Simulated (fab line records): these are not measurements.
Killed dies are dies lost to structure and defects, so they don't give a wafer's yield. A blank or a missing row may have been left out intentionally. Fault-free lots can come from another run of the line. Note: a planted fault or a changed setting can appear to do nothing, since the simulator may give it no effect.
Matching of chambers    flow gf180mcu    cmp-02 running GF_V1_CMP_26: 4 sister chambers
The step polishes, stops on SiO2, t overpolish 15 s, target thk 0 nm. 8 wafers are shown with their chamber, then 12 later ones without.

## WAFERS PAIRED WITH THEIR CHAMBERS
wafer   chamber  motor_current_A (A)  time_to_endpoint_s (s)
L080.4  1        9.9                  78
L084.5  1        10.5                 81
L085.3  3        9.8                  82
L087.2  3        9.5                  89
L087.5  2        10.3                 86
L088.2  2        10.2                 85
L088.4  0        11.6                 83
L088.5  0        12.2                 85

## WAFERS WHOSE CHAMBER IS MISSING
wafer   motor_current_A (A)  time_to_endpoint_s (s)
L090.1  12.4                 87
L090.2  10.0                 78
L090.5  12.5                 86
L091.2  9.9                  83
L091.3  10.2                 85
L091.6  10.8                 79
L095.2  12.4                 85
L095.3  10.7                 83
L095.6  11.6                 81
L096.2  9.5                  84
L096.5  9.6                  83
L096.6  10.4                 86

## WHICH CHAMBER EACH WENT THROUGH
wafer   from the rows above           in truth
L090.1  0                             0
L090.2  can't be placed: 1 or 2       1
L090.5  0                             0
L091.2  can't be placed: 3 or 2 or 1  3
L091.3  can't be placed: 2 or 3 or 1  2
L091.6  can't be placed: 1 or 2 or 0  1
L095.2  0                             0
L095.3  can't be placed: 2 or 1 or 3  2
L095.6  0                             0
L096.2  can't be placed: 3 or 2       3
L096.5  can't be placed: 3 or 2 or 1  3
L096.6  can't be placed: 2 or 3 or 1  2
Placed correctly: 4 of 12. These rows do not allow placing 8 (true chamber among the candidates in 8). 0 placed wrongly.
How it was worked out, from the rows above alone: a wafer's distance from a chamber is the root of the sum, over the readings, of the square of ((its reading less the chamber's mean) divided by the reading's scatter). If the next closest chamber is less than 2 further off than the closest, the wafer can't be placed; otherwise it belongs to the closest. The mean given for a chamber averages the wafers shown for that chamber. The scatter: the root of (the sum of the squares of (reading less its chamber's mean) over the shown wafers, divided by (wafers less chambers)).
